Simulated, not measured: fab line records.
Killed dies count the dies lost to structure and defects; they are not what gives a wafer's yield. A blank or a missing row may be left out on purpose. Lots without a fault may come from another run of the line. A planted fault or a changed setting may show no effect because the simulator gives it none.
Which tool is to blame? -- flow gf180mcu -- 37 wafers from 13 lots sampled at 2 of the route's 602 steps

== WHAT THE GAUGES SHOWED, per wafer ==
GF_VT_IMPLANT_RS_MEAS_48: measurement is done with a four-point probe. Usual: LVPWELL_RS typically reads 1197 ohm/sq, with standard deviation 3.1.
lot,measured,on,LVPWELL_RS (ohm/sq),flag
L205,day 7 14:49,film metro-04,1196 1196 1194,
L206,day 7 21:07,film metro-02,1192 1191 1191,
L207,day 8 03:44,film metro-02,1194 1193 1196,
L208,day 8 09:48,film metro-02,1197 1198 1196,
L209,day 8 17:50,film metro-04,1197 1197 1195,
L210,day 9 01:14,film metro-03,1197 1200 1199,
L211,day 9 03:52,film metro-03,1191 1192 1191,
L213,day 9 18:18,film metro-03,1196 1198 1197,
L214,day 10 02:28,film metro-04,1197 1199 1196,
L222,day 12 07:08,film metro-03,1194 1197 1197,
L223,day 12 14:37,film metro-04,1202 1206,
L224,day 12 20:25,film metro-03,1195 1196,
L227,day 13 16:05,film metro-04,1194 1199 1197,

GF_DUAL_GATE_THK_MEAS_03. Usual: DUAL_GATE_OXIDATION_00_THK typically reads 11.00 nm, with standard deviation 0.25.
lot,measured,on,DUAL_GATE_OXIDATION_00_THK (nm),flag
L205,day 7 16:44,film metro-02,10.93 11.11 11.20,
L206,day 7 23:18,film metro-01,10.93 10.93 11.03,
L207,day 8 06:01,film metro-03,10.82 10.88 10.77,
L208,day 8 12:23,film metro-03,10.56 10.60 10.78,
L209,day 8 20:31,film metro-01,11.29 11.42 11.33,
L210,day 9 03:10,film metro-03,11.13 11.11 10.85,
L211,day 9 06:01,film metro-03,11.07 10.87 10.99,
L213,day 9 20:10,film metro-03,10.88 10.87 10.85,
L214,day 10 04:28,film metro-03,10.68 10.74 10.67,
L222,day 12 11:29,film metro-01,11.25 11.28 11.29,
L223,day 12 17:24,film metro-03,10.95 11.10,
L224,day 12 22:20,film metro-03,10.95 11.08,
L227,day 13 18:05,film metro-02,11.03 10.80 11.08,

== TOOL THAT RAN EACH LOT (tool first, then ch and the chambers of the sampled wafers, then the start) ==
Record: no process step prior to these readings.

== AS READ BY THE TOOLS THEMSELVES (means over the sampled wafers that have a number; for cases with no such wafer, the mark the record gives instead) ==
The record holds no such reading with a usual standard deviation.

== THE ANSWER, worked out from the rows above alone ==
Rule: a lot is off if the mean of its wafers that have a number lies more than 3 standard deviations from the usual mean. A lot without any number at a reading at which 4 lots or more have one is off too. Any other lot the step has rows for is counted as sound. The gauges are gone through in route order, then the tools' own readings, and for those a lot's mean is taken as printed above. At the first step where some lot is off, the reading lying furthest off is the one used; lots without a number count as furthest.
Nothing can be told from this: no lot is off at any reading shown.

== WHAT THE SIMULATOR HAD INSERTED ==
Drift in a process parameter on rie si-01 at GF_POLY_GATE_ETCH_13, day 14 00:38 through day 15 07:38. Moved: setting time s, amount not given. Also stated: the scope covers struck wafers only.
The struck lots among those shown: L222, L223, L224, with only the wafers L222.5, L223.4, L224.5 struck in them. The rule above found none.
